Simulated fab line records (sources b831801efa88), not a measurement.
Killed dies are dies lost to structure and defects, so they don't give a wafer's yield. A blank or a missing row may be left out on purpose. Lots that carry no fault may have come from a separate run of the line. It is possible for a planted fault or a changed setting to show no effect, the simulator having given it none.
Matching of chambers ; flow sky130 ; cmp-01 running SKY_VIA3_CMP_24: 4 sister chambers
The step polishes, stops on SiO2, t overpolish 20 s, target thk 0 nm. 22 wafers are shown with their chamber, then 11 later ones without.

== WAFERS PAIRED WITH THEIR CHAMBERS ==
wafer;chamber;motorCurrentA (A);timeToEndpointS (s);slurryFilterDpKPa (kPa)
L075.1;1;11.9;95;13.26
L075.4;2;12.2;95;13.43
L075.6;2;12.2;94;13.35
L077.3;2;12.5;89;13.74
L077.5;1;11.8;94;13.40
L077.6;2;12.9;92;13.51
L078.2;0;11.4;83;13.59
L078.3;3;11.9;93;13.58
L078.5;2;12.7;93;13.72
L082.3;2;12.7;89;13.42
L082.4;1;12.1;92;13.43
L082.5;0;11.3;88;13.44
L084.2;0;11.5;83;13.49
L084.3;2;12.8;94;13.52
L084.5;2;12.5;95;13.52
L086.4;1;12.1;91;13.34
L086.5;3;12.5;97;13.47
L086.6;2;12.9;93;13.63
L088.3;0;11.4;88;13.64
L088.4;2;12.9;93;13.61
L088.6;2;13.0;94;13.63
L089.2;1;11.6;88;13.45

SIGNATURES (means of the wafers above)
reading;chamber 0;chamber 1;chamber 2;chamber 3;scatter within a chamber
motorCurrentA;11.400;11.900;12.664;12.200;0.254
timeToEndpointS;85.50;92.00;92.82;95.00;2.43
slurryFilterDpKPa;13.5400;13.3760;13.5527;13.5250;0.108
Rule: a wafer lies at a distance from a chamber equal to the root of the sum of squares, over the readings, of (its reading less the chamber's mean, divided by the reading's scatter). The wafer belongs to the nearest chamber; if the next one is less than 2 further off, it can't be placed. How the scatter is found: for the shown wafers, subtract from each reading the mean of its chamber, square and add these, divide the total by (wafers less chambers), then take the root.

== WAFERS WHOSE CHAMBER IS MISSING ==
wafer;motorCurrentA (A);timeToEndpointS (s);slurryFilterDpKPa (kPa)
L089.3;12.6;93;13.59
L089.4;11.5;89;13.51
L090.2;12.9;96;13.66
L090.3;12.3;89;13.41
L090.6;12.0;94;13.70
L092.1;12.7;95;13.37
L092.2;13.6;98;13.49
L092.3;11.6;93;13.41
L093.2;12.3;90;13.45
L093.4;11.9;93;13.36
L093.5;12.5;94;13.41

== WHICH CHAMBER EACH ONE RAN IN ==
wafer;from the rows above;in truth
L089.3;can't be placed: 2 or 3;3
L089.4;can't be placed: 0 or 1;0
L090.2;can't be placed: 2 or 3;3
L090.3;can't be placed: 1 or 2 or 3 or 0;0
L090.6;can't be placed: 3 or 2 or 1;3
L092.1;can't be placed: 2 or 3 or 1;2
L092.2;can't be placed: 2 or 3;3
L092.3;can't be placed: 1 or 3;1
L093.2;can't be placed: 1 or 2 or 3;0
L093.4;can't be placed: 1 or 3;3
L093.5;can't be placed: 2 or 3 or 1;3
Correctly placed: 0 of 11. These rows do not allow placing 11 (true chamber among the candidates in 10). Number placed wrongly: 0.
